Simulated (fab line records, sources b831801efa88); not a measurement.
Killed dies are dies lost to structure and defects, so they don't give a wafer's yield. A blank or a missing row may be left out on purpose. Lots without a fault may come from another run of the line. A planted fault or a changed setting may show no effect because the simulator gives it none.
Chamber matching | flow sfq_line | SFQ_TRILAYER_I1_CMP_CMP_046 on cmp-02: 4 sister chambers
The step polishes SiO2. 8 wafers are shown with their chamber, then 8 later ones without.

WAFERS WITH THEIR CHAMBER
wafer  | chamber | motor_current_A (A) | time_to_endpoint_s (s)
L167.2 | 1       | 10.7                | 209
L169.3 | 3       | 10.6                | 216
L169.1 | 1       | 10.1                | 214
L169.6 | 2       | 11.8                | 215
L170.4 | 2       | 11.5                | 212
L170.1 | 0       | 8.7                 | 204
L170.5 | 3       | 10.6                | 208
L171.3 | 0       | 8.5                 | 215

WAFERS WITHOUT THEIR CHAMBER
wafer  | motor_current_A (A) | time_to_endpoint_s (s)
L171.4 | 11.0                | 221
L171.6 | 12.2                | 218
L172.4 | 11.8                | 210
L172.1 | 10.2                | 210
L172.5 | 10.7                | 212
L173.2 | 11.3                | 216
L173.3 | 10.8                | 213
L173.5 | 9.1                 | 221

WHICH CHAMBER EACH WENT THROUGH
wafer  | from the rows above          | in truth
L171.4 | can't be placed: 3 or 2 or 1 | 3
L171.6 | 2                            | 2
L172.4 | 2                            | 2
L172.1 | can't be placed: 1 or 3      | 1
L172.5 | can't be placed: 3 or 1      | 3
L173.2 | can't be placed: 2 or 3      | 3
L173.3 | can't be placed: 3 or 1      | 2
L173.5 | 0                            | 0
Placed correctly: 3 of 8. Can't be placed from these rows: 5 (the true chamber is among the candidates in 4). Placed wrongly: 0.
How it was worked out, from the rows above alone: a wafer's distance from a chamber is the root of the sum, over the readings, of the square of ((its reading less the chamber's mean) divided by the reading's scatter). The wafer belongs to the nearest chamber; if the next one is less than 2 further off, it can't be placed. A chamber's mean is the mean of its shown wafers. The scatter: the root of (the sum of the squares of (reading less its chamber's mean) over the shown wafers, divided by (wafers less chambers)).
